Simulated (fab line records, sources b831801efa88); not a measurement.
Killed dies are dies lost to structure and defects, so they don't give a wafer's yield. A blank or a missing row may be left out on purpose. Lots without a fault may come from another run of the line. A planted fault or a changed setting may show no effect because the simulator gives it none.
Tool commonality check | flow sfq_line | 15 lots, 45 wafers sampled

WHY IT WAS OPENED
At SFQ_M0_RS_MEAS_904 the reading M0_NB_RS is flagged on 3 of 15 lots. Wafers without a fault read 0.885 ohm/sq, standard deviation 0.009.
Rule: a lot is flagged when every wafer of it that has a number lies more than 4 standard deviations from that mean, or none has a number. The other lots count as sound.

lot  | measured     | on            | M0_NB_RS (ohm/sq), wafer by wafer | flag
L598 | day 8 03:43  | film_metro-04 | 0.874 0.873 0.879                 |
L599 | day 8 18:08  | film_metro-02 | 0.872 0.871 0.868                 |
L604 | day 9 21:16  | film_metro-03 | 0.799 0.797 0.803                 | FLAGGED
L605 | day 10 02:04 | film_metro-02 | 0.789 0.793 0.794                 | FLAGGED
L606 | day 10 08:17 | film_metro-02 | 0.894 0.900 0.898                 |
L607 | day 10 14:05 | film_metro-02 | 0.795 0.793 0.792                 | FLAGGED
L612 | day 12 00:32 | film_metro-02 | 0.888 0.895 0.900                 |
L613 | day 12 09:55 | film_metro-04 | 0.896 0.889 0.894                 |
L614 | day 12 18:22 | film_metro-04 | 0.887 0.889 0.889                 |
L615 | day 13 01:31 | film_metro-03 | 0.901 0.897 0.891                 |
L617 | day 14 04:31 | film_metro-03 | 0.895 0.879 0.877                 |
L618 | day 14 09:19 | film_metro-04 | 0.890 0.887 0.892                 |
L619 | day 14 16:31 | film_metro-03 | 0.885 0.889 0.887                 |
L620 | day 14 18:56 | film_metro-03 | 0.870 0.883 0.875                 |
L621 | day 14 22:32 | film_metro-04 | 0.891 0.886 0.883                 |
The numbers of the flagged lots are 0.795 ohm/sq on average: -0.090 ohm/sq against the usual, or -10 standard deviations.

WHICH TOOL RAN EACH LOT
The record holds 1 process step before the reading, out of a route of 325 steps. In each cell: the tool, then ch and the chambers that the sampled wafers went through, then the start.
lot  | flag    | SFQ_TRILAYER_M0_DEP_SPUTTER_019
L598 |         | pvd_sputter-05, day 8 03:36
L599 |         | pvd_sputter-06, day 8 18:00
L604 | FLAGGED | pvd_sputter-06, day 9 21:10
L605 | FLAGGED | pvd_sputter-06, day 10 01:58
L606 |         | pvd_sputter-04, day 10 08:10
L607 | FLAGGED | pvd_sputter-06, day 10 13:58
L612 |         | pvd_sputter-04, day 12 00:26
L613 |         | pvd_sputter-04, day 12 09:50
L614 |         | pvd_sputter-05, day 12 18:13
L615 |         | pvd_sputter-05, day 13 01:25
L617 |         | pvd_sputter-05, day 14 04:26
L618 |         | pvd_sputter-06, day 14 09:14
L619 |         | pvd_sputter-06, day 14 16:26
L620 |         | pvd_sputter-05, day 14 18:49
L621 |         | pvd_sputter-06, day 14 22:25
What these steps do:
- SFQ_TRILAYER_M0_DEP_SPUTTER_019: material Nb, target thk 200 nm, time 133.3 s.
- SFQ_M0_RS_MEAS_904: measures by four-point-probe.

FLAGGED OVER TOTAL, TOOL BY TOOL (the gauges that took the reading come last)
step                            | tool           | lots run | flagged | share of the flagged lots | sound lots run after its first flagged lot
SFQ_TRILAYER_M0_DEP_SPUTTER_019 | pvd_sputter-04 | 3        | 0       | none                      | -
SFQ_TRILAYER_M0_DEP_SPUTTER_019 | pvd_sputter-05 | 5        | 0       | none                      | -
SFQ_TRILAYER_M0_DEP_SPUTTER_019 | pvd_sputter-06 | 7        | 3       | all                       | 3 (L618,L619,L621)
SFQ_M0_RS_MEAS_904              | film_metro-02  | 5        | 2       | some                      | 2 (L606,L612)
SFQ_M0_RS_MEAS_904              | film_metro-03  | 5        | 1       | some                      | 4 (L615,L617,L619,L620)
SFQ_M0_RS_MEAS_904              | film_metro-04  | 5        | 0       | none                      | -

WHAT THE TABLE ALLOWS
1 row of the table ran every flagged lot: pvd_sputter-06 at SFQ_TRILAYER_M0_DEP_SPUTTER_019.
- pvd_sputter-06 at SFQ_TRILAYER_M0_DEP_SPUTTER_019: 3 of its 7 lots flagged. Sound lots ran on it after the first flagged one (L618, L619, L621), which a lasting fault on the whole tool wouldn't allow. Its own readings lie more than 4 standard deviations out on every wafer of the flagged lots: cathode_dc_power_W.
No row of the table ran every flagged lot and no sound lot after the first.

WHAT THE SIMULATOR HAD PUT IN
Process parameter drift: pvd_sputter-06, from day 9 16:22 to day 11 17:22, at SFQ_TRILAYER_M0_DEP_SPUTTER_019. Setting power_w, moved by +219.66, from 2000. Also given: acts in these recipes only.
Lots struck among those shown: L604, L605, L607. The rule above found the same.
